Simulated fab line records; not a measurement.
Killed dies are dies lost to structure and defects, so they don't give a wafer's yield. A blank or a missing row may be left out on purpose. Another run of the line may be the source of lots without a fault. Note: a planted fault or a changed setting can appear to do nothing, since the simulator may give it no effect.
Which tool is to blame?	flow sky130	12 lots, 36 wafers sampled, at 4 steps of a route of 708

## WHAT THE GAUGES SHOWED, per wafer
SKY_LDD_LDN_OVL_MEAS_07.
lot	measured	on	LDD_LDN_OVL (nm)
L524	day 23 03:32	overlay-01	-2.3 0.6 0.8
L525	day 23 11:29	overlay-01	0.1 -1.4 -1.7
L528	day 25 00:13	overlay-01	-2.5 -3.6 -2.4
L529	day 25 03:37	overlay-01	2.2 3.9 2.4
L533	day 26 11:05	overlay-02	0.3 1.0 0.4
L534	day 26 19:07	overlay-01	1.3 -1.1 -0.6
L538	day 27 23:43	overlay-02	-3.6 -4.2 -2.9
L541	day 29 07:44	overlay-01	0.7 1.7 1.1
L542	day 29 12:31	overlay-02	-4.0 -1.4 -2.5
L543	day 29 18:43	overlay-02	-0.2 0.3 1.7
L545	day 30 08:28	overlay-02	-0.1 -2.0 0.6
L546	day 30 15:01	overlay-01	0.0 1.3 -0.6

SKY_POLY_CUT_OVL_MEAS_09.
lot	measured	on	POLY_CUT_OVL (nm)
L524	day 24 12:49	overlay-02	1 0 6
L525	day 24 21:18	overlay-01	-5 -11 2
L528	day 26 07:38	overlay-02	3 -1 0
L529	day 26 11:57	overlay-02	1 -7 -12
L533	day 27 18:48	overlay-02	1 -1 3
L534	day 28 03:11	overlay-02	3 0 3
L538	day 29 06:37	overlay-01	-12 -1 -2
L541	day 30 14:04	overlay-01	7 2 5
L542	day 30 19:21	overlay-02	5 0 5
L543	day 31 02:08	overlay-02	6 -5 -2
L545	day 31 14:05	overlay-01	5 -2 4
L546	day 31 21:29	overlay-01	-4 -1 -4

SKY_SD_P_CD_MEAS_07 targets a cd of 380 nm.
lot	measured	on	cd-nm (nm)
L524	day 25 18:29	cd-sem-01	382.9 381.2 381.5
L525	day 26 01:55	cd-sem-01	383.3 380.9 380.2
L528	day 27 13:29	cd-sem-02	381.1 380.2 379.2
L529	day 27 16:43	cd-sem-01	383.7 381.5 415.3
L533	day 29 00:02	cd-sem-01	380.6 377.2 376.9
L534	day 29 07:52	cd-sem-02	377.7 377.4 413.5
L538	day 30 11:44	cd-sem-02	382.6 381.0 380.8
L541	day 31 17:25	cd-sem-02	381.7 378.8 381.6
L542	day 31 23:19	cd-sem-01	385.4 383.6 383.4
L543	day 32 06:01	cd-sem-01	376.7 376.5 378.9
L545	day 32 17:21	cd-sem-01	375.9 377.1 377.4
L546	day 33 00:41	cd-sem-02	380.0 379.0 379.0

## EACH LOT AND THE TOOL THAT RAN IT (in order: tool; ch and the chambers of the sampled wafers; start)
lot	SKY_SD_P_COAT_02
L524	litho-track-02 ch 0, day 25 03:21
L525	litho-track-04 ch 0, day 25 10:46
L528	litho-track-03 ch 0, day 26 21:56
L529	litho-track-03 ch 0, day 27 02:01
L533	litho-track-02 ch 0, day 28 09:26
L534	litho-track-03 ch 0, day 28 18:13
L538	litho-track-02 ch 0, day 29 21:03
L541	litho-track-02 ch 0, day 31 03:56
L542	litho-track-04 ch 0, day 31 09:28
L543	litho-track-02 ch 0, day 31 15:38
L545	litho-track-02 ch 0, day 32 03:54
L546	litho-track-03 ch 0, day 32 11:28
- SKY_SD_P_COAT_02: resist thk 1140 nm.

## WHAT THE TOOLS THEMSELVES READ (means of the sampled wafers that have a number; where no wafer has one, the mark that the record gives instead)
The record holds no such reading with a usual standard deviation.

## THE ANSWER, worked out from the rows above alone
Rule: the usual values come from the lots themselves. The widest of any qualifying gaps counts: lots, ordered by their means at a reading, are off when they make up no more than a third of the lots, leave a main group of 4 or more, and stand apart from it by 3 or more times the standard deviation of that group's means. The tables above print the reading to a certain number of digits; a main group whose means all agree to those digits is not used. A lot without any number at a reading at which 4 lots or more have one is off too. Any other lot the step has rows for is counted as sound. After the gauges, taken in route order, come the tools' own readings; for these a lot's mean is taken, as printed above. The first step at which some lot is off is used, and at that step the reading that is off furthest; a lot without a number counts as furthest.
No lot is off on any of the readings shown, so nothing can be concluded from this.

## WHAT WAS PUT IN BY THE SIMULATOR
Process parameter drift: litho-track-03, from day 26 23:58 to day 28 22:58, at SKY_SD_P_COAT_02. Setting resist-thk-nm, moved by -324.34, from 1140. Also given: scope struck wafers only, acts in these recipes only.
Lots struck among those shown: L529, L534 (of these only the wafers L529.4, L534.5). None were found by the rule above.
